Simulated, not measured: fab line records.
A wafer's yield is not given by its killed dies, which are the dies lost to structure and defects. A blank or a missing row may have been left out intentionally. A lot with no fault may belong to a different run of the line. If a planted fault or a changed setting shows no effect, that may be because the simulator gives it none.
8D (eight disciplines) problem report, filled in by code ; flow gf180mcu ; the parts of the form that need people (team, actions taken, sign-off) are left out

1. THE ISSUE
Across 9 wafers from 3 lots, LVPWELL_RS at GF_VT_IMPLANT_RS_MEAS_48 averages 1177 ohm/sq, while fault-free wafers read 1196 ohm/sq with a standard deviation of 3.2. That is -6.0 standard deviations from the usual mean.
The step: measures by four-point-probe.
First seen on wafer L768.1, day 10 22:52, on film-metro-03. At this step, 39 wafers from 13 lots have a number in the record. By rule, "out" or "out of limits" means more than 4 standard deviations away from the usual mean. All remaining wafers that have a number are taken as sound.

2. WHAT IT IS; WHAT IT IS NOT
question;is;is not
which readings at this step;LVPWELL_RS;-
which lots;L768, L769, L770;L757, L759, L760, L761, L763, L771, L772, L773, L774, L779
which wafers of those lots;all that have a number;-
read on which gauges;film-metro-01, film-metro-03;film-metro-04
when;from day 10 22:52;"up to then (15 sound wafers); but 15 sound wafers of L771, L772, L773, L774, L779 came after"

3. THE SUSPECTS, EACH WITH WHAT RULES IT OUT
Counting: a tool at any process step up to the reading remains a suspect when it ran all the lots that are out and ran no sound lot after the first of those.
- the gauge at GF_VT_IMPLANT_RS_MEAS_48 has been ruled out. Those wafers that are out were read across 2 gauges (film-metro-01, film-metro-03).
- implanter-01 at GF_LVPWELL_IMPLANT_08: kept. It ran every lot that is out, first L768 (day 6 17:19), and no sound lot after that; its last sound lot up to then is L760 (day 4 18:14). Out on those wafers are its own readings of beam-energy-keV.
Remaining after the count: implanter-01 at GF_LVPWELL_IMPLANT_08.

4. THE CAUSE (what the simulator had put in)
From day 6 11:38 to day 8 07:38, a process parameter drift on implanter-01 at GF_LVPWELL_IMPLANT_08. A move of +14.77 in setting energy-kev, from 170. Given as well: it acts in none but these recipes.
The count eliminated every tool but this one.

5. THE EFFECT CHAIN, in route order
One row per reading whose mean, taken over the struck wafers that have a number, lies over 3 standard deviations from the usual. Readings are gone through only where the record gives a usual standard deviation; hours: the median, over the lots, of the time from a lot's start at the first step in this table giving one to that lot's start at this step; sigmas: the change measured in usual standard deviations.
hours;step;reading;usual;on struck wafers;change;sigmas
0;GF_LVPWELL_IMPLANT_08;beam-energy-keV;170.01;184.79;+14.78;+99 or more
102;GF_VT_IMPLANT_RS_MEAS_48;LVPWELL_RS;1196 ohm/sq;1177;-19;-6.0
It contains these process steps:
- GF_LVPWELL_IMPLANT_08
Later measuring or inspecting steps at which every struck wafer that the step has a row for has a number for every such reading, and none has moved that far: GF_SALICIDE_THK_MEAS_05.

6. HOW IT WOULD HAVE BEEN CAUGHT EARLIER
The first out-of-limits reading at a measuring or inspecting step in this record came at day 10 22:52, 107 hours after the fault's start at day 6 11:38.
The tool's own readings at GF_LVPWELL_IMPLANT_08 were out on every struck wafer that the step has a row for (beam-energy-keV): an alarm limit on them would have fired on the first of those.
The start of GF_LVPWELL_IMPLANT_08 on implanter-01 came by day 10 22:52 for every one of the lots that are out (3). Holding the tool at that point would not have protected any of them.
